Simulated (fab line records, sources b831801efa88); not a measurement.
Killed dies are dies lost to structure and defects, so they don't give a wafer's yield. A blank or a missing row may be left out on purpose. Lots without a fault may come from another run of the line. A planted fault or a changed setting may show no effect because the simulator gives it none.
A struck lot beside a sound one | flow sky130 | 43 steps out of a route of 708
Sound: wafers L205.2, L205.3, L205.5. Struck: wafers L216.2, L216.5, L216.6. The cause comes at the end.
At each step with rows: each side's tool, then ch and its chambers, then its first start. Under that, the readings that differ: sound wafers | struck wafers | difference of the means | sigmas: that difference in standard deviations of wafers without a fault.
alike: readings whose means differ by less than 2 such deviations, and words and numbers that are the same on both sides. not compared: withheld readings, readings that some wafer has no value for, bounds like >300 that may hide the same value, and numbers for which the record gives no deviation and whose values overlap.
The two part at a step that has a row with sigmas, a row that says differs or no value, or rows on one side only. Numbers that don't overlap but have no deviation are shown without sigmas and don't part them. A reading that every wafer of one side lacks parts them only if that side has two wafers or more.

first, 5 steps without rows for these wafers: SKY_SONOS_ONO_COAT_08 (resist thk 1140 nm); SKY_SONOS_ONO_SOFTBAKE_09 (time 60 s); SKY_SONOS_ONO_EXPOSE_10 (exposes mask ONOM, target cd 410 nm); SKY_SONOS_ONO_PEB_11; SKY_SONOS_ONO_DEVELOP_12 (develop time 60 s).
SKY_SONOS_ONO_CD_MEAS_13: target cd 410 nm.
  sound on cd_sem-01, day 14 00:47; struck on cd_sem-02, day 17 03:16
  alike: cd_nm
SKY_SONOS_ONO_OVL_MEAS_14:
  sound on overlay-01, day 14 00:53; struck on overlay-01, day 17 03:23
  alike: SONOS_ONO_OVL
SKY_SONOS_ONO_ETCH_15: etches the open film in CHF3/O2, target depth 19.52 nm, time 7.8 s.
  sound on rie_diel-04 ch 1,2, day 14 00:55; struck on rie_diel-03 ch 0,2,3, day 17 03:25
  alike: chf3_flow_sccm, drypump_motor_current_A, oes_product_au, throttle_valve_pct
  not compared: rf_hours_counter_h
then, 1 step without rows for these wafers: SKY_SONOS_ONO_WET_ETCH_16 (etches SiO2 in dHF, target depth 14 nm, time 280 s).
SKY_SONOS_ONO_STRIP_17: strips in O2/N2.
  sound on plasma_asher-03 ch 0,1, day 14 01:01; struck on plasma_asher-01 ch 0,1, day 17 03:31
  alike: drypump_motor_current_A, oes_product_au, strip_time_to_endpoint_s
  not compared: rf_hours_counter_h
then, 2 steps without rows for these wafers: SKY_SONOS_ONO_WET_ETCH_18 (etches Si3N4 in H3PO4, target depth 15 nm, time 172 s); SKY_GATE_OXIDE_CLEAN_00 (cleans in SC1/SC2, time 150 s).
SKY_GATE_OXIDE_OXIDATION_01: stabilise 600 s, purge 300 s, target thk 10.268 nm.
  sound on furnace-01 ch 0, day 14 01:14; struck on furnace-01 ch 0, day 17 03:43
  alike: zone_power_lower_pct
SKY_GATE_OXIDE_THK_MEAS_02:
  sound on film_metro-02, day 14 02:40; struck on film_metro-01, day 17 05:08
  alike: GATE_OXIDE_OXIDATION_00_THK
then, 7 steps without rows for these wafers: SKY_GATE_OXIDE_DEHYDRATE_03 (time 60 s); SKY_GATE_OXIDE_HMDS_04 (prime time 60 s); SKY_GATE_OXIDE_COAT_05 (resist thk 1140 nm); SKY_GATE_OXIDE_SOFTBAKE_06 (time 60 s); SKY_GATE_OXIDE_EXPOSE_07 (exposes mask LVOM, target cd 600 nm); SKY_GATE_OXIDE_PEB_08; SKY_GATE_OXIDE_DEVELOP_09 (develop time 60 s).
SKY_GATE_OXIDE_OVL_MEAS_10:
  sound on overlay-02, day 15 04:37; struck on overlay-01, day 18 10:13
  alike: GATE_OXIDE_OVL
then, 2 steps without rows for these wafers: SKY_GATE_OXIDE_IMPLANT_11; SKY_GATE_OXIDE_WET_ETCH_12 (etches SiO2 in dHF, target depth 16.8 nm, time 336 s).
SKY_GATE_OXIDE_STRIP_13: strips in O2/N2.
  sound on plasma_asher-03 ch 0, day 15 04:54; struck on plasma_asher-04 ch 0,1, day 18 10:30
  alike: drypump_motor_current_A, oes_product_au, strip_time_to_endpoint_s
  not compared: rf_hours_counter_h
SKY_GATE_OXIDE_TW_MEAS_14:
  sound on film_metro-02, day 15 05:01; struck on film_metro-02, day 18 10:37
  alike: GATE_OXIDE_TW
then, 3 steps without rows for these wafers: SKY_GATE_OXIDE_CLEAN_15 (cleans in SC1/SC2, time 150 s); SKY_GATE_OXIDE_OXIDATION_16 (stabilise 600 s, purge 300 s, target thk 3.57 nm); SKY_POLY_GATE_CVD_00 (deposits poly-Si, target thk 180 nm, time 720 s).
SKY_POLY_GATE_THK_MEAS_01:
  sound on film_metro-04, day 15 08:22; struck on film_metro-04, day 18 13:38
  alike: POLY_GATE_CVD_00_THK
then, 8 steps without rows for these wafers: SKY_RES_PROTECT_DEHYDRATE_00 (time 60 s); SKY_RES_PROTECT_HMDS_01 (prime time 60 s); SKY_RES_PROTECT_COAT_02 (resist thk 1140 nm); SKY_RES_PROTECT_SOFTBAKE_03 (time 60 s); SKY_RES_PROTECT_EXPOSE_04 (exposes mask RPM, target cd 1270 nm); SKY_RES_PROTECT_PEB_05; SKY_RES_PROTECT_DEVELOP_06 (develop time 60 s); SKY_POLY_GATE_IMPLANT_02.
SKY_RES_PROTECT_STRIP_07: strips in O2/N2.
  sound on plasma_asher-02 ch 1, day 16 11:11; struck on plasma_asher-02 ch 0,1, day 19 20:16
  reading               | sound             | struck            | difference | sigmas
  oes_product_au (a.u.) | 0.511 0.505 0.513 | 0.522 0.520 0.520 | +0.011     | +2
  alike: drypump_motor_current_A, strip_time_to_endpoint_s
  not compared: rf_hours_counter_h
SKY_RES_PROTECT_TW_MEAS_08:
  sound on film_metro-02, day 16 11:18; struck on film_metro-02, day 19 20:22
  alike: POLY_GATE_TW
then, 2 steps without rows for these wafers: SKY_RES_PROTECT_CLEAN_09 (cleans in SC1/SC2, time 150 s); SKY_POLY_GATE_CVD_03 (deposits Si3N4 from DCS/NH3, target thk 75 nm, time 1290 s).
-- the record jumps here: 29 days lie between the struck wafers' starts before and after (it left off in module POLY_GATE and takes up again in module PAD_OPEN, whose first step shown is number 708 of the route) --
SKY_PAD_OPEN_PROBE_99:
  sound on prober-01, day 46 17:36; struck on prober-01, day 49 03:31
  reading                                           | sound                | struck               | difference | sigmas
  model.etest.cap_thick_oxide.gate_bv_v (V)         | 16.31 16.28 15.97    | 12.87 12.88 12.88    | -3.31      |
  model.etest.cap_thick_oxide.gate_log10_a_cm2      | -7.49 -7.317 -7.405  | -6.191 -6.489 -6.188 | +1.115     |
  model.etest.diode_nwell_sub.leak_log10_a_cm2      | -7.563 -7.234 -7.238 | -6.231 -6.707 -6.187 | +0.970     |
  model.etest.diode_dnwell_sub.leak_log10_a_cm2     | -7.319 -7.458 -7.304 | -6.178 -6.127 -6.241 | +1.178     |
  model.etest.diode_pwell_dnwell.leak_log10_a_cm2   | -7.47 -7.463 -7.298  | -6.63 -7.003 -6.346  | +0.75      |
  model.etest.diode_ndiff_pwell_hv.leak_log10_a_cm2 | -6.734 -6.668 -6.487 | -6.217 -6.061 -6.083 | +0.509     |
  model.etest.diode_pdiff_nwell_hv.leak_log10_a_cm2 | -7.069 -6.502 -6.631 | -6.112 -6.033 -6.223 | +0.611     |
  model.etest.diode_ndiff_pwell.leak_log10_a_cm2    | -7.538 -7.354 -7.432 | -6.842 -6.844 -7.109 | +0.510     |
  alike: killed_at_M0_to_M3, killed_at_M4_up, killed_at_contacts, killed_at_front_end, killed_at_other, killed_dies, killed_open, killed_short

WHERE THEY PART
Only at SKY_RES_PROTECT_STRIP_07, within this record. Later steps at which nothing parts them and some readings are alike: SKY_RES_PROTECT_TW_MEAS_08, SKY_PAD_OPEN_PROBE_99.

WHY: what the simulator had put in
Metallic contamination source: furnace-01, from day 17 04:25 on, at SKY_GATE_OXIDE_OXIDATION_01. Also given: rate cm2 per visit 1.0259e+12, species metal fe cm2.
